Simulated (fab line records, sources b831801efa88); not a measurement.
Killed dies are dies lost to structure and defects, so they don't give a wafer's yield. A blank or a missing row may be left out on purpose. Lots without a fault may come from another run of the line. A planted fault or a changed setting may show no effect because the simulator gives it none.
A struck lot beside a sound one | flow sky130 | 43 steps out of a route of 708
Sound: wafers L165.1, L165.5, L165.6. Struck: wafers L185.1, L185.2, L185.6. The cause comes at the end.
At each step with rows: each side's tool, then ch and its chambers, then its first start. Under that, the readings that differ: sound wafers | struck wafers | difference of the means | sigmas: that difference in standard deviations of wafers without a fault.
alike: readings whose means differ by less than 2 such deviations, and words and numbers that are the same on both sides. not compared: withheld readings, readings that some wafer has no value for, bounds like >300 that may hide the same value, and numbers for which the record gives no deviation and whose values overlap.
The two part at a step that has a row with sigmas, a row that says differs or no value, or rows on one side only. Numbers that don't overlap but have no deviation are shown without sigmas and don't part them. A reading that every wafer of one side lacks parts them only if that side has two wafers or more.

first, 6 steps without rows for these wafers: SKY_METAL2_COAT_09 (resist thk 60 nm); SKY_METAL2_COAT_10 (resist thk 450 nm); SKY_METAL2_SOFTBAKE_11 (time 90 s); SKY_METAL2_EXPOSE_12 (exposes mask MM2, target cd 140 nm); SKY_METAL2_PEB_13; SKY_METAL2_DEVELOP_14 (develop time 60 s).
SKY_METAL2_CD_MEAS_15: target cd 140 nm.
  sound on cd_sem-01, day 35 16:13; struck on cd_sem-01, day 41 19:31
  alike: cd_nm
SKY_METAL2_OVL_MEAS_16:
  sound on overlay-01, day 35 16:20; struck on overlay-01, day 41 19:38
  alike: METAL2_OVL
SKY_METAL2_DESCUM_17: chemistry O2, time 8 s.
  sound on rie_metal-04 ch 0,1, day 35 16:22; struck on rie_metal-03 ch 0,1, day 41 19:40
  alike: drypump_motor_current_A, oes_product_au
  not compared: rf_hours_counter_h
SKY_METAL2_ETCH_18: etches BARC in N2/H2, stops on SiO2, time 45.9 s, target depth 60 nm.
  sound on rie_metal-04 ch 0,1, day 35 16:24; struck on rie_metal-03 ch 0,1, day 41 19:42
  alike: drypump_motor_current_A, oes_product_au, throttle_valve_pct
  not compared: rf_hours_counter_h
then, 2 steps without rows for these wafers: SKY_METAL2_METAL_ETCH_19 (etches the open film in Cl2/BCl3, stops on SiO2, target depth 360 nm, time 78 s); SKY_METAL2_STRIP_20 (strips in O2/N2).
SKY_METAL2_STRIP_21: strips in post etch residue remover, time 1200 s.
  sound on wet_bench-02 ch 3, day 35 16:39; struck on wet_bench-02 ch 1, day 41 19:57
  alike: bath_guard_temp_C
then, 3 steps without rows for these wafers: SKY_METAL2_CLEAN_22 (cleans in IPA, time 180 s); SKY_METAL2_CLEAN_23 (cleans in O3/DIW); SKY_VIA2_HDPCVD_00 (deposits SiO2, target thk 1180 nm, time 196.7 s).
SKY_VIA2_THK_MEAS_01:
  sound on film_metro-03, day 35 17:16; struck on film_metro-04, day 41 20:34
  alike: VIA2_HDPCVD_THK
SKY_VIA2_CMP_02: polishes SiO2.
  sound on cmp-01 ch 0,2,3, day 35 17:26; struck on cmp-01 ch 0,2,3, day 41 20:44
  alike: motor_current_A
SKY_VIA2_BOW_MEAS_03:
  sound on film_metro-03, day 35 17:38; struck on film_metro-04, day 41 20:56
  alike: VIA2_BOW
then, 8 steps without rows for these wafers: SKY_VIA2_DEHYDRATE_04 (time 60 s); SKY_VIA2_HMDS_05 (prime time 60 s); SKY_VIA2_COAT_06 (resist thk 60 nm); SKY_VIA2_COAT_07 (resist thk 450 nm); SKY_VIA2_SOFTBAKE_08 (time 90 s); SKY_VIA2_EXPOSE_09 (exposes mask VIM2, target cd 200 nm); SKY_VIA2_PEB_10; SKY_VIA2_DEVELOP_11 (develop time 60 s).
SKY_VIA2_CD_MEAS_12: target cd 200 nm.
  sound on cd_sem-02, day 36 19:23; struck on cd_sem-02, day 42 20:19
  alike: cd_nm
SKY_VIA2_OVL_MEAS_13:
  sound on overlay-01, day 36 19:31; struck on overlay-01, day 42 20:26
  alike: VIA2_OVL
then, 2 steps without rows for these wafers: SKY_VIA2_ETCH_14 (etches BARC in N2/H2, stops on SiO2, time 45.9 s, target depth 60 nm); SKY_VIA2_ETCH_15 (etches SiO2 in C4F8/O2/Ar, stops on TiN, target depth 546 nm, time 84 s).
SKY_VIA2_STRIP_16: strips in O2/N2.
  sound on plasma_asher-04 ch 0,1, day 36 19:39; struck on plasma_asher-01 ch 0,1, day 42 20:35
  alike: drypump_motor_current_A, o2_flow_sccm, oes_product_au, strip_time_to_endpoint_s
  not compared: rf_hours_counter_h
then, 3 steps without rows for these wafers: SKY_VIA2_STRIP_17 (strips in post etch residue remover, time 1200 s); SKY_VIA2_CLEAN_18 (cleans in IPA, time 180 s); SKY_VIA2_CLEAN_19 (cleans in O3/DIW).
SKY_VIA2_SPUTTER_20: material TiN, target thk 20 nm, time 80 s.
  sound on pvd_sputter-02, day 36 20:15; struck on pvd_sputter-04, day 42 21:13
  alike: throttle_valve_pct
then, 1 step without rows for these wafers: SKY_VIA2_CVD_21 (deposits W, target thk 420 nm, time 126.4 s).
SKY_VIA2_RS_MEAS_22: measures by four-point-probe.
  sound on film_metro-04, day 36 20:26; struck on film_metro-04, day 42 21:25
  alike: VIA2_W_RS
SKY_VIA2_THK_MEAS_23: measures by xrf.
  sound on film_metro-04, day 36 20:34; struck on film_metro-04, day 42 21:32
  alike: VIA2_W_THK
then, 3 steps without rows for these wafers: SKY_VIA2_CMP_24 (polishes, stops on SiO2, t overpolish 20 s, target thk 0 nm); SKY_METAL3_SPUTTER_00 (material Ti, target thk 15 nm, time 10 s); SKY_METAL3_SPUTTER_01 (material TiN, target thk 20 nm, time 16.7 s).
-- the record jumps here: 8 days lie between the struck wafers' starts before and after (it left off in module METAL3 and takes up again in module PAD_OPEN, whose first step shown is number 708 of the route) --
SKY_PAD_OPEN_PROBE_99:
  sound on prober-01, day 46 04:50; struck on prober-01, day 50 19:09
  reading                               | sound                | struck                                                                     | difference                   | sigmas
  hold                                  | - - -                | await_dispo/1.6h/release await_dispo/1.6h/release await_dispo/1.6h/release | no value on the sound wafers |
  defect_limited_yield (%)              | 84.1 83.7 82.7       | 70.5 74.0 73.6                                                             | -10.8                        | -6
  killed_at_M0_to_M3                    | 44 47 38             | 105 95 97                                                                  | +56                          | +9
  killed_dies                           | 78 80 85             | 145 128 130                                                                | +53                          | +6
  sort_bin_3_pad_short (%)              | 0.6 0.4 0.2          | 3.3 4.5 3.5                                                                | +3.4                         | +9
  sort_bin_5_function (%)               | 9.6 8.7 10.2         | 19.3 15.2 17.7                                                             | +7.9                         | +6
  sort_n_pass                           | 414 412 407          | 347 364 362                                                                | -53                          | -6
  sort_yield_pct (%)                    | 84.1 83.7 82.7       | 70.5 74.0 73.6                                                             | -10.8                        | -6
  model.etest.tester.sort_n_pass        | 414 412 407          | 347 364 362                                                                | -53                          |
  model.etest.tester.sort_yield_pct (%) | 84.15 83.74 82.72    | 70.53 73.98 73.58                                                          | -10.84                       |
  model.etest.tester.sort_bin_5_pct (%) | 9.553 8.74 10.16     | 19.31 15.24 17.68                                                          | +7.93                        |
  model.etest.tester.sort_bin_3_pct (%) | 0.6098 0.4065 0.2033 | 3.252 4.472 3.455                                                          | +3.320                       |
  alike: killed_at_M4_up, killed_at_contacts, killed_at_front_end, killed_at_other, killed_open, killed_short, sort_bin_6_memory

WHERE THEY PART
Only at SKY_PAD_OPEN_PROBE_99, within this record.

WHY: what the simulator had put in
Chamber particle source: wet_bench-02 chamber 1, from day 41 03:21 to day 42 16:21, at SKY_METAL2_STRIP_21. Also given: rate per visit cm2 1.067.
